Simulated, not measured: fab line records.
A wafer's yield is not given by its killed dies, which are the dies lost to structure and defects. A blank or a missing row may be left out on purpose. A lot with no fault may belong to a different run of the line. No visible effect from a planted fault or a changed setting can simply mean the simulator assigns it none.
Which tool did it? / flow sky130 / 40 wafers from 15 lots sampled at 6 of the route's 708 steps

## WHAT EACH GAUGE READ, for each wafer
SKY_FIELD_ISO_THK_MEAS_02.
lot=L318; measured=day 1 11:38; on=film metro-01; FIELD_ISO_OXIDATION_00_THK (nm)=11.78 11.80 11.71
lot=L319; measured=day 1 16:44; on=film metro-01; FIELD_ISO_OXIDATION_00_THK (nm)=11.68 11.80 11.94
lot=L320; measured=day 1 22:08; on=film metro-01; FIELD_ISO_OXIDATION_00_THK (nm)=12.14 12.08 12.44
lot=L323; measured=day 2 13:23; on=film metro-02; FIELD_ISO_OXIDATION_00_THK (nm)=12.26 12.28 12.31
lot=L324; measured=day 2 19:05; on=film metro-04; FIELD_ISO_OXIDATION_00_THK (nm)=12.07 12.26 12.20
lot=L325; measured=day 2 22:38; on=film metro-02; FIELD_ISO_OXIDATION_00_THK (nm)=12.14 12.36 12.21
lot=L326; measured=day 3 04:00; on=film metro-02; FIELD_ISO_OXIDATION_00_THK (nm)=12.36 12.34 12.21
lot=L327; measured=day 3 08:38; on=film metro-04; FIELD_ISO_OXIDATION_00_THK (nm)=11.98 12.27 12.12
lot=L328; measured=day 3 13:38; on=film metro-02; FIELD_ISO_OXIDATION_00_THK (nm)=11.95 11.96 12.13
lot=L329; measured=day 3 19:28; on=film metro-02; FIELD_ISO_OXIDATION_00_THK (nm)=11.77 11.83
lot=L330; measured=day 4 00:13; on=film metro-02; FIELD_ISO_OXIDATION_00_THK (nm)=12.24
lot=L335; measured=day 5 00:38; on=film metro-02; FIELD_ISO_OXIDATION_00_THK (nm)=11.54
lot=L337; measured=day 5 10:58; on=film metro-01; FIELD_ISO_OXIDATION_00_THK (nm)=12.10 11.87 12.04
lot=L338; measured=day 5 15:49; on=film metro-04; FIELD_ISO_OXIDATION_00_THK (nm)=12.05 11.89 12.37
lot=L341; measured=day 6 08:44; on=film metro-02; FIELD_ISO_OXIDATION_00_THK (nm)=11.91 12.34 12.08

SKY_FIELD_ISO_THK_MEAS_04.
lot=L318; measured=day 1 14:05; on=film metro-02; FIELD_ISO_CVD_03_THK (nm)=166.7 165.9 167.5
lot=L319; measured=day 1 18:40; on=film metro-04; FIELD_ISO_CVD_03_THK (nm)=166.0 166.0 167.1
lot=L320; measured=day 2 01:08; on=film metro-04; FIELD_ISO_CVD_03_THK (nm)=167.0 166.6 167.2
lot=L323; measured=day 2 15:14; on=film metro-04; FIELD_ISO_CVD_03_THK (nm)=166.5 166.0 165.9
lot=L324; measured=day 2 21:40; on=film metro-04; FIELD_ISO_CVD_03_THK (nm)=165.0 166.6 165.1
lot=L325; measured=day 3 01:44; on=film metro-04; FIELD_ISO_CVD_03_THK (nm)=166.6 166.5 166.6
lot=L326; measured=day 3 05:53; on=film metro-04; FIELD_ISO_CVD_03_THK (nm)=163.9 163.3 163.8
lot=L327; measured=day 3 10:29; on=film metro-02; FIELD_ISO_CVD_03_THK (nm)=165.0 165.2 164.7
lot=L328; measured=day 3 16:48; on=film metro-02; FIELD_ISO_CVD_03_THK (nm)=165.9 165.9 165.1
lot=L329; measured=day 3 21:19; on=film metro-04; FIELD_ISO_CVD_03_THK (nm)=166.9 165.5
lot=L330; measured=day 4 05:17; on=film metro-04; FIELD_ISO_CVD_03_THK (nm)=166.9
lot=L335; measured=day 5 02:29; on=film metro-01; FIELD_ISO_CVD_03_THK (nm)=164.2
lot=L337; measured=day 5 13:59; on=film metro-02; FIELD_ISO_CVD_03_THK (nm)=160.9 161.5 161.2
lot=L338; measured=day 5 18:10; on=film metro-02; FIELD_ISO_CVD_03_THK (nm)=165.5 166.1 165.5
lot=L341; measured=day 6 10:58; on=film metro-02; FIELD_ISO_CVD_03_THK (nm)=166.1 166.5 166.0

SKY_FIELD_ISO_THK_MEAS_25.
lot=L318; measured=day 2 05:59; on=film metro-04; FIELD_ISO_CVD_24_THK (nm)=609 604 600
lot=L319; measured=day 2 12:19; on=film metro-02; FIELD_ISO_CVD_24_THK (nm)=594 603 600
lot=L320; measured=day 2 19:02; on=film metro-04; FIELD_ISO_CVD_24_THK (nm)=590 597 598
lot=L323; measured=day 3 09:56; on=film metro-04; FIELD_ISO_CVD_24_THK (nm)=594 594 587
lot=L324; measured=day 3 15:22; on=film metro-04; FIELD_ISO_CVD_24_THK (nm)=594 593 595
lot=L325; measured=day 3 21:09; on=film metro-02; FIELD_ISO_CVD_24_THK (nm)=606 597 600
lot=L326; measured=day 4 00:46; on=film metro-04; FIELD_ISO_CVD_24_THK (nm)=597 600 600
lot=L327; measured=day 4 05:56; on=film metro-02; FIELD_ISO_CVD_24_THK (nm)=589 597 601
lot=L328; measured=day 4 11:58; on=film metro-01; FIELD_ISO_CVD_24_THK (nm)=603 596 598
lot=L329; measured=day 4 16:04; on=film metro-01; FIELD_ISO_CVD_24_THK (nm)=791 603 790 603
lot=L330; measured=day 4 23:56; on=film metro-02; FIELD_ISO_CVD_24_THK (nm)=781 780
lot=L335; measured=day 5 22:11; on=film metro-01; FIELD_ISO_CVD_24_THK (nm)=783 783
lot=L337; measured=day 6 10:53; on=film metro-01; FIELD_ISO_CVD_24_THK (nm)=595 589 592
lot=L338; measured=day 6 15:41; on=film metro-01; FIELD_ISO_CVD_24_THK (nm)=586 589 583
lot=L341; measured=day 7 10:05; on=film metro-02; FIELD_ISO_CVD_24_THK (nm)=595 587 588

SKY_PWDE_TW_MEAS_10.
lot=L318; measured=day 3 18:46; on=film metro-04; PWDE_TW=366 363 366
lot=L319; measured=day 4 00:53; on=film metro-04; PWDE_TW=370 371 371
lot=L320; measured=day 4 07:11; on=film metro-04; PWDE_TW=369 370 370
lot=L323; measured=day 4 23:34; on=film metro-01; PWDE_TW=374 374 374
lot=L324; measured=day 5 06:41; on=film metro-01; PWDE_TW=375 375 371
lot=L325; measured=day 5 12:56; on=film metro-01; PWDE_TW=376 373 375
lot=L326; measured=day 5 17:22; on=film metro-01; PWDE_TW=375 376 374
lot=L327; measured=day 5 22:00; on=film metro-04; PWDE_TW=371 369 369
lot=L328; measured=day 6 05:28; on=film metro-01; PWDE_TW=374 374 376
lot=L329; measured=day 6 09:58; on=film metro-01; PWDE_TW=376 377
lot=L330; measured=day 6 15:51; on=film metro-01; PWDE_TW=376
lot=L335; measured=day 7 19:29; on=film metro-01; PWDE_TW=374
lot=L337; measured=day 8 07:45; on=film metro-04; PWDE_TW=369 368 366
lot=L338; measured=day 8 13:11; on=film metro-04; PWDE_TW=367 369 366
lot=L341; measured=day 9 11:12; on=film metro-04; PWDE_TW=368 368 369

## WHAT TOOL EACH LOT RAN ON (gives the tool, then ch and the chambers of the sampled wafers, and finally the start)
lot=L318; SKY_FIELD_ISO_CVD_24=hdpcvd-01 ch 0,1,2, day 2 05:54; SKY_FIELD_ISO_CMP_27=cmp-01 ch 0,1,2, day 2 07:35
lot=L319; SKY_FIELD_ISO_CVD_24=hdpcvd-01 ch 0,1,2, day 2 12:14; SKY_FIELD_ISO_CMP_27=cmp-02 ch 1,2, day 2 13:55
lot=L320; SKY_FIELD_ISO_CVD_24=hdpcvd-02 ch 0,1, day 2 18:56; SKY_FIELD_ISO_CMP_27=cmp-02 ch 0,1,2, day 2 20:35
lot=L323; SKY_FIELD_ISO_CVD_24=hdpcvd-02 ch 0,1,2, day 3 09:52; SKY_FIELD_ISO_CMP_27=cmp-02 ch 0,1,3, day 3 11:30
lot=L324; SKY_FIELD_ISO_CVD_24=hdpcvd-02 ch 0,2, day 3 15:17; SKY_FIELD_ISO_CMP_27=cmp-01 ch 0,1,2, day 3 16:55
lot=L325; SKY_FIELD_ISO_CVD_24=hdpcvd-01 ch 0,1,2, day 3 21:04; SKY_FIELD_ISO_CMP_27=cmp-01 ch 0,1,3, day 3 22:43
lot=L326; SKY_FIELD_ISO_CVD_24=hdpcvd-01 ch 0,2, day 4 00:41; SKY_FIELD_ISO_CMP_27=cmp-01 ch 0,1,3, day 4 02:19
lot=L327; SKY_FIELD_ISO_CVD_24=hdpcvd-01 ch 0,1,2, day 4 05:52; SKY_FIELD_ISO_CMP_27=cmp-02 ch 0,2,3, day 4 07:52
lot=L328; SKY_FIELD_ISO_CVD_24=hdpcvd-02 ch 1,2, day 4 11:54; SKY_FIELD_ISO_CMP_27=cmp-02 ch 2,3, day 4 14:44
lot=L329; SKY_FIELD_ISO_CVD_24=hdpcvd-01 ch 0,2, day 4 15:59; SKY_FIELD_ISO_CMP_27=cmp-02 ch 2,3, day 4 20:34
lot=L330; SKY_FIELD_ISO_CVD_24=hdpcvd-01 ch 2, day 4 23:51; SKY_FIELD_ISO_CMP_27=cmp-01 ch 1, day 5 06:17
lot=L335; SKY_FIELD_ISO_CVD_24=hdpcvd-01 ch 2, day 5 22:07; SKY_FIELD_ISO_CMP_27=cmp-01 ch 1, day 6 03:51
lot=L337; SKY_FIELD_ISO_CVD_24=hdpcvd-02 ch 0,1, day 6 10:48; SKY_FIELD_ISO_CMP_27=cmp-01 ch 1,2, day 6 12:58
lot=L338; SKY_FIELD_ISO_CVD_24=hdpcvd-02 ch 0,1,2, day 6 15:37; SKY_FIELD_ISO_CMP_27=cmp-02 ch 1,2,3, day 6 18:02
lot=L341; SKY_FIELD_ISO_CVD_24=hdpcvd-02 ch 0,1,2, day 7 10:01; SKY_FIELD_ISO_CMP_27=cmp-02 ch 0,1,3, day 7 13:05
- SKY_FIELD_ISO_CVD_24: deposits SiO2, target thk 595 nm, time 99.2 s.
- SKY_FIELD_ISO_CMP_27: polishes, stops on Si3N4, t overpolish 16 s, target thk 457.8 nm.

## WHAT THE TOOLS THEMSELVES READ (means of the sampled wafers that have a number; where no wafer has one, the mark that the record gives instead)
SKY_FIELD_ISO_CMP_27.
lot=L318; tool=cmp-01; motor current A (A)=10.3; time to endpoint s (s)=116
lot=L319; tool=cmp-02; motor current A (A)=12.2; time to endpoint s (s)=112
lot=L320; tool=cmp-02; motor current A (A)=11.2; time to endpoint s (s)=112
lot=L323; tool=cmp-02; motor current A (A)=11.6; time to endpoint s (s)=114
lot=L324; tool=cmp-01; motor current A (A)=9.9; time to endpoint s (s)=111
lot=L325; tool=cmp-01; motor current A (A)=11.0; time to endpoint s (s)=112
lot=L326; tool=cmp-01; motor current A (A)=11.1; time to endpoint s (s)=116
lot=L327; tool=cmp-02; motor current A (A)=11.0; time to endpoint s (s)=115
lot=L328; tool=cmp-02; motor current A (A)=11.3; time to endpoint s (s)=112
lot=L329; tool=cmp-02; motor current A (A)=11.5; time to endpoint s (s)=137
lot=L330; tool=cmp-01; motor current A (A)=12.2; time to endpoint s (s)=152
lot=L335; tool=cmp-01; motor current A (A)=11.9; time to endpoint s (s)=150
lot=L337; tool=cmp-01; motor current A (A)=9.8; time to endpoint s (s)=116
lot=L338; tool=cmp-02; motor current A (A)=11.9; time to endpoint s (s)=113
lot=L341; tool=cmp-02; motor current A (A)=11.3; time to endpoint s (s)=110

## THE ANSWER, worked out from the rows above alone
Rule: usual is defined by the lots themselves. Put in order of their means at a reading, lots are off if they are a third of the lots or fewer, leave a main group of 4 or more, and stand apart from it by a gap of 3 or more times the standard deviation of the main group's means; of several such gaps the widest counts. A main group is skipped when, at the precision printed for the reading in the tables above, its means are all equal. Also off: a lot with no number at a reading for which 4 or more lots have one. All remaining lots with rows at the step are treated as sound. First the gauges in route order, then the tools' own readings, where a lot's mean is used as printed above. At the first step where some lot is off, the reading lying furthest off is the one used; lots without a number count as furthest.
Off: L329, L330, L335, seen at SKY_FIELD_ISO_THK_MEAS_25 (FIELD_ISO_CVD_24_THK). The main group has a mean of 596 nm with a standard deviation of 5.
A tool fits if, at a process step before that reading, it ran every lot that is off, and no sound lot after the first of them. Not tried: the gauges at SKY_FIELD_ISO_THK_MEAS_25; whatever is off there is also off at SKY_FIELD_ISO_CMP_27, on other tools, and gauge error can't account for it. One candidate fits, namely hdpcvd-01 at SKY_FIELD_ISO_CVD_24. Its last sound lot is L327 (day 4 05:52), its first lot that is off L329 (day 4 15:59): a fault that began between those two fits.

## WHAT WAS PUT IN BY THE SIMULATOR
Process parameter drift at SKY_FIELD_ISO_CVD_24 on hdpcvd-01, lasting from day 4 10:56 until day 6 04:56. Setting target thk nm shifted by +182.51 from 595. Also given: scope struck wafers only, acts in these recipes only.
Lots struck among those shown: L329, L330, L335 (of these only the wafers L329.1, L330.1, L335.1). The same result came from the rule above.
